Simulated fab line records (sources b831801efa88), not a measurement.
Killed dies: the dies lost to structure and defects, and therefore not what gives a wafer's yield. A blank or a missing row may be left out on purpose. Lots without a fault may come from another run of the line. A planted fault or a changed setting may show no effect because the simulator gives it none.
A lot that was struck, set against a sound lot    flow gf180mcu    30 steps out of a route of 602
Sound: these wafers, L133.2, L133.4, L133.5. Struck: wafers L143.3, L143.6 (left out: L143.4, a lot-mate that was not struck); the cause follows at the end.
For every step that has rows: the tool of each side, followed by ch and its chambers, followed by its first start. Under that, the readings that differ: sound wafers    struck wafers    difference of the means    sigmas: that difference in standard deviations of wafers without a fault.
alike: readings with means less than 2 such deviations apart, plus words and numbers identical on both sides. not compared: withheld readings, readings lacking a value on some wafer, bounds such as >300 that could conceal the same value, and numbers that have no deviation in the record and whose values overlap.
The two part at a step that has a row with sigmas, a row that says differs or no value, or rows on one side only. When numbers do not overlap yet have no deviation, they are printed without sigmas and do not part them. A reading missing from all wafers of one side parts the sides only when that side holds two or more wafers.

first, 3 steps without rows for these wafers: GF_PSD_EXPOSE_04 (exposes mask Pplus, target cd 400 nm); GF_PSD_PEB_05; GF_PSD_DEVELOP_06 (develop time 60 s).
GF_PSD_CD_MEAS_07 targets a cd of 400 nm.
  sound on cd-sem-01, day 15 10:33; struck on cd-sem-01, day 18 22:27
  alike: cd-nm
GF_PSD_OVL_MEAS_08:
  sound on overlay-02, day 15 10:40; struck on overlay-02, day 18 22:32
  alike: PSD_OVL
then, 1 step without rows for these wafers: GF_PSD_IMPLANT_09.
GF_PSD_STRIP_10: strips in O2/N2.
  sound on plasma-asher-01 ch 0, day 15 10:50; struck on plasma-asher-03 ch 0, day 18 22:45
  alike: drypump-motor-current-A, heater-power-w, oes-product-au, strip-time-to-endpoint-s
  not compared: rf-hours-counter-h
GF_PSD_TW_MEAS_11:
  sound on film-metro-01, day 15 10:57; struck on film-metro-04, day 18 22:50
reading  sound           struck     difference  sigmas
PSD_TW   3245 3256 3244  3171 3183  -71         -2
then, 1 step without rows for these wafers: GF_PSD_CLEAN_12 (cleans in SC1/SC2, time 150 s).
GF_PSD_RTA_13: time 20 s.
  sound on rtp-anneal-02 ch 0, day 15 11:04; struck on rtp-anneal-02 ch 0, day 18 22:59
  alike: lamp-power-pct, wafer_temp_C_max
GF_PSD_RS_MEAS_14: measurement is done with a four-point probe.
  sound on film-metro-04, day 15 11:09; struck on film-metro-02, day 18 23:08
  alike: NSD_RS
GF_PSD_RS_MEAS_15: measurement is done with a four-point probe.
  sound on film-metro-04, day 15 11:16; struck on film-metro-02, day 18 23:15
  alike: PSD_RS
GF_SAB_CVD_00: deposits SiO2 from TEOS, target thk 50 nm, time 4.9302 s.
  sound on pecvd-03 ch 0,2, day 15 11:22; struck on pecvd-03 ch 0,1, day 18 23:20
reading                               sound              struck    difference  sigmas
model.SiO2_of_SAB_CVD_00.thk-nm (nm)  49.69 50.93 51.45  83 84.84  +33         
  alike: heater-power-w
GF_SAB_THK_MEAS_01:
  sound on film-metro-03, day 15 11:24; struck on film-metro-03, day 18 23:22
reading              sound           struck     difference  sigmas
SAB_CVD_00_THK (nm)  49.8 50.9 51.4  83.0 84.8  +33.2       +49
then, 7 steps without rows for these wafers: GF_SAB_DEHYDRATE_02 (time 60 s); GF_SAB_HMDS_03 (prime time 60 s); GF_SAB_COAT_04 (resist thk 1000 nm); GF_SAB_SOFTBAKE_05 (time 60 s); GF_SAB_EXPOSE_06 (exposes mask SAB, target cd 420 nm); GF_SAB_PEB_07; GF_SAB_DEVELOP_08 (develop time 60 s).
GF_SAB_CD_MEAS_09 targets a cd of 420 nm.
  sound on cd-sem-02, day 16 08:50; struck on cd-sem-02, day 19 23:10
  alike: cd-nm
GF_SAB_OVL_MEAS_10:
  sound on overlay-01, day 16 08:56; struck on overlay-02, day 19 23:16
  alike: SAB_OVL
GF_SAB_ETCH_11: etches SiO2 in C4F8/O2/Ar, target depth 55 nm, time 8.5 s.
  sound on rie-diel-01 ch 1,3, day 16 08:58; struck on rie-diel-04 ch 0,2, day 19 23:17
  alike: oes-product-au
  not compared: rf-hours-counter-h
then, 1 step without rows for these wafers: GF_SAB_WET_ETCH_12 (etches SiO2 in dHF, target depth 22 nm, time 440 s).
GF_SAB_STRIP_13: strips in O2/N2.
  sound on plasma-asher-04 ch 0,1, day 16 09:08; struck on plasma-asher-02 ch 0,1, day 19 23:28
  alike: drypump-motor-current-A, heater-power-w, oes-product-au, strip-time-to-endpoint-s
  not compared: rf-hours-counter-h
then, 1 step without rows for these wafers: GF_SALICIDE_CLEAN_00 (cleans in SC1/SC2, time 150 s).
GF_SALICIDE_WET_ETCH_01: etches SiO2 in dHF, target depth 5 nm, time 100 s.
  sound on wet-bench-04 ch 2, day 16 09:17; struck on wet-bench-01 ch 1, day 19 23:35
reading                               sound           struck       difference  sigmas
model.SiO2_of_SAB_CVD_00.thk-nm (nm)  39 40.21 40.74  72.06 73.89  +32.99      
GF_SALICIDE_SPUTTER_02: material Co, target thk 10 nm, time 20 s.
  sound on pvd-sputter-03, day 16 09:19; struck on pvd-sputter-03, day 19 23:37
  alike: throttle-valve-pct
GF_PASSIVATION_PROBE_99:
  rows exist in the record for the sound wafers here (prober-01, day 30 01:32), none for the struck ones

WHERE THEY PART
Last at GF_PASSIVATION_PROBE_99 as far as this record goes, first at GF_PSD_TW_MEAS_11.

WHY: what had been put in by the simulator
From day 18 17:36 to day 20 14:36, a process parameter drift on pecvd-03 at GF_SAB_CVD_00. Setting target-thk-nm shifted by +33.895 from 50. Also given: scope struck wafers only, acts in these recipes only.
